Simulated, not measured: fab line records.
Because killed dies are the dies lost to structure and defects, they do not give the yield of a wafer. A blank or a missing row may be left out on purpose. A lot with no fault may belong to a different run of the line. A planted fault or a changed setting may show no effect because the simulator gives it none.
The tool behind it: which one? || flow gf180mcu || Sampling: 13 lots, 39 wafers, 4 of 602 route steps

## WHAT THE GAUGES READ, wafer by wafer
GF_VT_IMPLANT_OVL_MEAS_40.
{"lot": "L163", "measured": "day 7 09:43", "on": "overlay-01", "VT_IMPLANT_03_OVL (nm)": "0.8 1.5 2.8"}
{"lot": "L164", "measured": "day 7 17:57", "on": "overlay-02", "VT_IMPLANT_03_OVL (nm)": "-0.5 0.7 -0.8"}
{"lot": "L165", "measured": "day 7 21:10", "on": "overlay-01", "VT_IMPLANT_03_OVL (nm)": "-1.4 -0.9 -1.4"}
{"lot": "L168", "measured": "day 9 01:16", "on": "overlay-01", "VT_IMPLANT_03_OVL (nm)": "-0.6 -0.3 -1.1"}
{"lot": "L167", "measured": "day 9 02:20", "on": "overlay-01", "VT_IMPLANT_03_OVL (nm)": "1.0 0.6 1.3"}
{"lot": "L173", "measured": "day 10 08:07", "on": "overlay-01", "VT_IMPLANT_03_OVL (nm)": "0.0 1.9 1.2"}
{"lot": "L174", "measured": "day 10 13:37", "on": "overlay-02", "VT_IMPLANT_03_OVL (nm)": "-0.4 -1.6 0.5"}
{"lot": "L175", "measured": "day 10 21:14", "on": "overlay-02", "VT_IMPLANT_03_OVL (nm)": "0.9 1.8 0.7"}
{"lot": "L179", "measured": "day 11 22:53", "on": "overlay-02", "VT_IMPLANT_03_OVL (nm)": "0.2 1.1 0.4"}
{"lot": "L183", "measured": "day 13 00:21", "on": "overlay-01", "VT_IMPLANT_03_OVL (nm)": "-0.2 0.0 0.4"}
{"lot": "L184", "measured": "day 13 04:44", "on": "overlay-01", "VT_IMPLANT_03_OVL (nm)": "0.5 1.7 1.0"}
{"lot": "L185", "measured": "day 13 12:43", "on": "overlay-02", "VT_IMPLANT_03_OVL (nm)": "1.7 1.3 2.0"}
{"lot": "L186", "measured": "day 13 17:09", "on": "overlay-01", "VT_IMPLANT_03_OVL (nm)": "0.8 1.8 1.2"}

## WHAT TOOL EACH LOT RAN ON (gives the tool, then ch and the chambers of the sampled wafers, and finally the start)
{"lot": "L163", "GF_MVSD_STRIP_10": "plasma asher-03 ch 0,1, day 4 09:47", "GF_VT_IMPLANT_STRIP_20": "plasma asher-01 ch 0, day 6 03:47", "GF_VT_IMPLANT_DEVELOP_39": "litho track-03 ch 0, day 7 09:35"}
{"lot": "L164", "GF_MVSD_STRIP_10": "plasma asher-02 ch 0,1, day 4 15:37", "GF_VT_IMPLANT_STRIP_20": "plasma asher-04 ch 0,1, day 6 11:52", "GF_VT_IMPLANT_DEVELOP_39": "litho track-02 ch 0, day 7 17:50"}
{"lot": "L165", "GF_MVSD_STRIP_10": "plasma asher-03 ch 0,1, day 4 18:53", "GF_VT_IMPLANT_STRIP_20": "plasma asher-03 ch 0,1, day 6 14:28", "GF_VT_IMPLANT_DEVELOP_39": "litho track-03 ch 0, day 7 21:03"}
{"lot": "L168", "GF_MVSD_STRIP_10": "plasma asher-03 ch 0,1, day 5 18:50", "GF_VT_IMPLANT_STRIP_20": "plasma asher-01 ch 0,1, day 7 16:59", "GF_VT_IMPLANT_DEVELOP_39": "litho track-01 ch 0, day 9 01:07"}
{"lot": "L167", "GF_MVSD_STRIP_10": "plasma asher-04 ch 0,1, day 5 20:47", "GF_VT_IMPLANT_STRIP_20": "plasma asher-03 ch 0,1, day 7 18:26", "GF_VT_IMPLANT_DEVELOP_39": "litho track-03 ch 0, day 9 02:09"}
{"lot": "L173", "GF_MVSD_STRIP_10": "plasma asher-03 ch 0,1, day 6 20:47", "GF_VT_IMPLANT_STRIP_20": "plasma asher-04 ch 0,1, day 8 21:29", "GF_VT_IMPLANT_DEVELOP_39": "litho track-03 ch 0, day 10 07:59"}
{"lot": "L174", "GF_MVSD_STRIP_10": "plasma asher-04 ch 0,1, day 7 03:14", "GF_VT_IMPLANT_STRIP_20": "plasma asher-01 ch 0,1, day 9 02:29", "GF_VT_IMPLANT_DEVELOP_39": "litho track-01 ch 0, day 10 13:28"}
{"lot": "L175", "GF_MVSD_STRIP_10": "plasma asher-03 ch 0,1, day 7 08:32", "GF_VT_IMPLANT_STRIP_20": "plasma asher-04 ch 0,1, day 9 09:50", "GF_VT_IMPLANT_DEVELOP_39": "litho track-02 ch 0, day 10 21:05"}
{"lot": "L179", "GF_MVSD_STRIP_10": "plasma asher-03 ch 0,1, day 8 05:38", "GF_VT_IMPLANT_STRIP_20": "plasma asher-04 ch 0,1, day 10 10:20", "GF_VT_IMPLANT_DEVELOP_39": "litho track-02 ch 0, day 11 22:44"}
{"lot": "L183", "GF_MVSD_STRIP_10": "plasma asher-02 ch 0, day 9 06:47", "GF_VT_IMPLANT_STRIP_20": "plasma asher-01 ch 1, day 11 12:20", "GF_VT_IMPLANT_DEVELOP_39": "litho track-03 ch 0, day 13 00:12"}
{"lot": "L184", "GF_MVSD_STRIP_10": "plasma asher-02 ch 0,1, day 9 10:38", "GF_VT_IMPLANT_STRIP_20": "plasma asher-01 ch 0,1, day 11 16:02", "GF_VT_IMPLANT_DEVELOP_39": "litho track-02 ch 0, day 13 04:35"}
{"lot": "L185", "GF_MVSD_STRIP_10": "plasma asher-04 ch 0,1, day 9 17:29", "GF_VT_IMPLANT_STRIP_20": "plasma asher-01 ch 0,1, day 11 23:44", "GF_VT_IMPLANT_DEVELOP_39": "litho track-03 ch 0, day 13 12:35"}
{"lot": "L186", "GF_MVSD_STRIP_10": "plasma asher-02 ch 0,1, day 9 21:52", "GF_VT_IMPLANT_STRIP_20": "plasma asher-04 ch 0,1, day 12 04:20", "GF_VT_IMPLANT_DEVELOP_39": "litho track-03 ch 0, day 13 17:00"}
- GF_MVSD_STRIP_10: strips in O2/N2.
- GF_VT_IMPLANT_STRIP_20: strips in O2/N2.
- GF_VT_IMPLANT_DEVELOP_39: develop time 60 s.

## WHAT THE TOOLS THEMSELVES READ (means of the sampled wafers that have a number; where no wafer has one, the mark that the record gives instead)
GF_MVSD_STRIP_10.
{"lot": "L163", "tool": "plasma asher-03", "drypump motor current A (A)": 5.63, "heater power w (W)": 372, "n2 flow sccm (sccm)": 299.1, "oes product au (a.u.)": 0.723, "strip time to endpoint s (s)": 36.91}
{"lot": "L164", "tool": "plasma asher-02", "drypump motor current A (A)": 5.69, "heater power w (W)": 346, "n2 flow sccm (sccm)": 299.5, "oes product au (a.u.)": 0.721, "strip time to endpoint s (s)": 36.86}
{"lot": "L165", "tool": "plasma asher-03", "drypump motor current A (A)": 5.69, "heater power w (W)": 375, "n2 flow sccm (sccm)": 299.3, "oes product au (a.u.)": 0.721, "strip time to endpoint s (s)": 36.89}
{"lot": "L168", "tool": "plasma asher-03", "drypump motor current A (A)": 5.65, "heater power w (W)": 372, "n2 flow sccm (sccm)": 300.3, "oes product au (a.u.)": 0.722, "strip time to endpoint s (s)": 37.09}
{"lot": "L167", "tool": "plasma asher-04", "drypump motor current A (A)": 5.50, "heater power w (W)": 381, "n2 flow sccm (sccm)": 300.1, "oes product au (a.u.)": 0.719, "strip time to endpoint s (s)": 36.92}
{"lot": "L173", "tool": "plasma asher-03", "drypump motor current A (A)": 5.69, "heater power w (W)": 371, "n2 flow sccm (sccm)": 298.8, "oes product au (a.u.)": 0.724, "strip time to endpoint s (s)": 36.85}
{"lot": "L174", "tool": "plasma asher-04", "drypump motor current A (A)": 5.49, "heater power w (W)": 389, "n2 flow sccm (sccm)": 300.3, "oes product au (a.u.)": 0.719, "strip time to endpoint s (s)": 36.98}
{"lot": "L175", "tool": "plasma asher-03", "drypump motor current A (A)": 5.63, "heater power w (W)": 371, "n2 flow sccm (sccm)": 300.2, "oes product au (a.u.)": 0.724, "strip time to endpoint s (s)": 36.95}
{"lot": "L179", "tool": "plasma asher-03", "drypump motor current A (A)": 5.64, "heater power w (W)": 367, "n2 flow sccm (sccm)": 300.7, "oes product au (a.u.)": 0.724, "strip time to endpoint s (s)": 37.00}
{"lot": "L183", "tool": "plasma asher-02", "drypump motor current A (A)": 5.96, "heater power w (W)": 326, "n2 flow sccm (sccm)": 300.4, "oes product au (a.u.)": 0.723, "strip time to endpoint s (s)": 36.98}
{"lot": "L184", "tool": "plasma asher-02", "drypump motor current A (A)": 5.85, "heater power w (W)": 330, "n2 flow sccm (sccm)": 300.3, "oes product au (a.u.)": 0.721, "strip time to endpoint s (s)": 36.94}
{"lot": "L185", "tool": "plasma asher-04", "drypump motor current A (A)": 5.52, "heater power w (W)": 416, "n2 flow sccm (sccm)": 300.3, "oes product au (a.u.)": 0.725, "strip time to endpoint s (s)": 36.96}
{"lot": "L186", "tool": "plasma asher-02", "drypump motor current A (A)": 5.70, "heater power w (W)": 333, "n2 flow sccm (sccm)": 299.8, "oes product au (a.u.)": 0.721, "strip time to endpoint s (s)": 36.88}

GF_VT_IMPLANT_STRIP_20.
{"lot": "L163", "tool": "plasma asher-01", "drypump motor current A (A)": 5.25, "heater power w (W)": 345, "n2 flow sccm (sccm)": 300.9, "oes product au (a.u.)": 0.715, "strip time to endpoint s (s)": 12.658}
{"lot": "L164", "tool": "plasma asher-04", "drypump motor current A (A)": 5.49, "heater power w (W)": 379, "n2 flow sccm (sccm)": 299.9, "oes product au (a.u.)": 0.713, "strip time to endpoint s (s)": 12.629}
{"lot": "L165", "tool": "plasma asher-03", "drypump motor current A (A)": 5.70, "heater power w (W)": 369, "n2 flow sccm (sccm)": 300.0, "oes product au (a.u.)": 0.715, "strip time to endpoint s (s)": 12.663}
{"lot": "L168", "tool": "plasma asher-01", "drypump motor current A (A)": 5.27, "heater power w (W)": 338, "n2 flow sccm (sccm)": 300.0, "oes product au (a.u.)": 0.716, "strip time to endpoint s (s)": 12.613}
{"lot": "L167", "tool": "plasma asher-03", "drypump motor current A (A)": 5.70, "heater power w (W)": 365, "n2 flow sccm (sccm)": 300.0, "oes product au (a.u.)": 0.717, "strip time to endpoint s (s)": 12.599}
{"lot": "L173", "tool": "plasma asher-04", "drypump motor current A (A)": 5.51, "heater power w (W)": 410, "n2 flow sccm (sccm)": 299.7, "oes product au (a.u.)": 0.719, "strip time to endpoint s (s)": 12.595}
{"lot": "L174", "tool": "plasma asher-01", "drypump motor current A (A)": 5.30, "heater power w (W)": 332, "n2 flow sccm (sccm)": 300.4, "oes product au (a.u.)": 0.714, "strip time to endpoint s (s)": 12.624}
{"lot": "L175", "tool": "plasma asher-04", "drypump motor current A (A)": 5.50, "heater power w (W)": 410, "n2 flow sccm (sccm)": 299.4, "oes product au (a.u.)": 0.716, "strip time to endpoint s (s)": 12.647}
{"lot": "L179", "tool": "plasma asher-04", "drypump motor current A (A)": 5.50, "heater power w (W)": 407, "n2 flow sccm (sccm)": 300.0, "oes product au (a.u.)": 0.719, "strip time to endpoint s (s)": 12.598}
{"lot": "L183", "tool": "plasma asher-01", "drypump motor current A (A)": 5.31, "heater power w (W)": 303, "n2 flow sccm (sccm)": 300.9, "oes product au (a.u.)": 0.714, "strip time to endpoint s (s)": 12.613}
{"lot": "L184", "tool": "plasma asher-01", "drypump motor current A (A)": 5.27, "heater power w (W)": 331, "n2 flow sccm (sccm)": 300.8, "oes product au (a.u.)": 0.716, "strip time to endpoint s (s)": 12.626}
{"lot": "L185", "tool": "plasma asher-01", "drypump motor current A (A)": 5.26, "heater power w (W)": 333, "n2 flow sccm (sccm)": 299.4, "oes product au (a.u.)": 0.711, "strip time to endpoint s (s)": 12.612}
{"lot": "L186", "tool": "plasma asher-04", "drypump motor current A (A)": 5.49, "heater power w (W)": 411, "n2 flow sccm (sccm)": 300.0, "oes product au (a.u.)": 0.720, "strip time to endpoint s (s)": 12.644}

GF_VT_IMPLANT_DEVELOP_39.
{"lot": "L163", "tool": "litho track-03", "developer temp C (C)": 22.97}
{"lot": "L164", "tool": "litho track-02", "developer temp C (C)": 23.00}
{"lot": "L165", "tool": "litho track-03", "developer temp C (C)": 23.02}
{"lot": "L168", "tool": "litho track-01", "developer temp C (C)": 22.97}
{"lot": "L167", "tool": "litho track-03", "developer temp C (C)": 21.92}
{"lot": "L173", "tool": "litho track-03", "developer temp C (C)": 22.17}
{"lot": "L174", "tool": "litho track-01", "developer temp C (C)": 22.78}
{"lot": "L175", "tool": "litho track-02", "developer temp C (C)": 22.88}
{"lot": "L179", "tool": "litho track-02", "developer temp C (C)": 23.06}
{"lot": "L183", "tool": "litho track-03", "developer temp C (C)": 22.99}
{"lot": "L184", "tool": "litho track-02", "developer temp C (C)": 23.08}
{"lot": "L185", "tool": "litho track-03", "developer temp C (C)": 23.03}
{"lot": "L186", "tool": "litho track-03", "developer temp C (C)": 22.87}

## THE ANSWER, worked out from the rows above alone
Rule: usual is defined by the lots themselves. Put in order of their means at a reading, lots are off if they are a third of the lots or fewer, leave a main group of 4 or more, and stand apart from it by a gap of 3 or more times the standard deviation of the main group's means; of several such gaps the widest counts. A main group whose means are all the same, to the digits that the tables above print for the reading, isn't used. A lot without any number at a reading at which 4 lots or more have one is off too. Any other lot the step has rows for is counted as sound. Order of review: gauges by route order, followed by the tools' own readings, for which a lot's mean as printed above is used. The first step at which some lot is off is used, and at that step the reading that is off furthest; a lot without a number counts as furthest.
Off: L167, L173 (GF_VT_IMPLANT_DEVELOP_39, developer temp C). The main group: mean 22.97 C, standard deviation 0.086.
A tool fits if, at that step or a process step before it, it ran every lot that is off, and no sound lot after the first of them. Of those tried, none fits.

## WHAT THE SIMULATOR PUT IN
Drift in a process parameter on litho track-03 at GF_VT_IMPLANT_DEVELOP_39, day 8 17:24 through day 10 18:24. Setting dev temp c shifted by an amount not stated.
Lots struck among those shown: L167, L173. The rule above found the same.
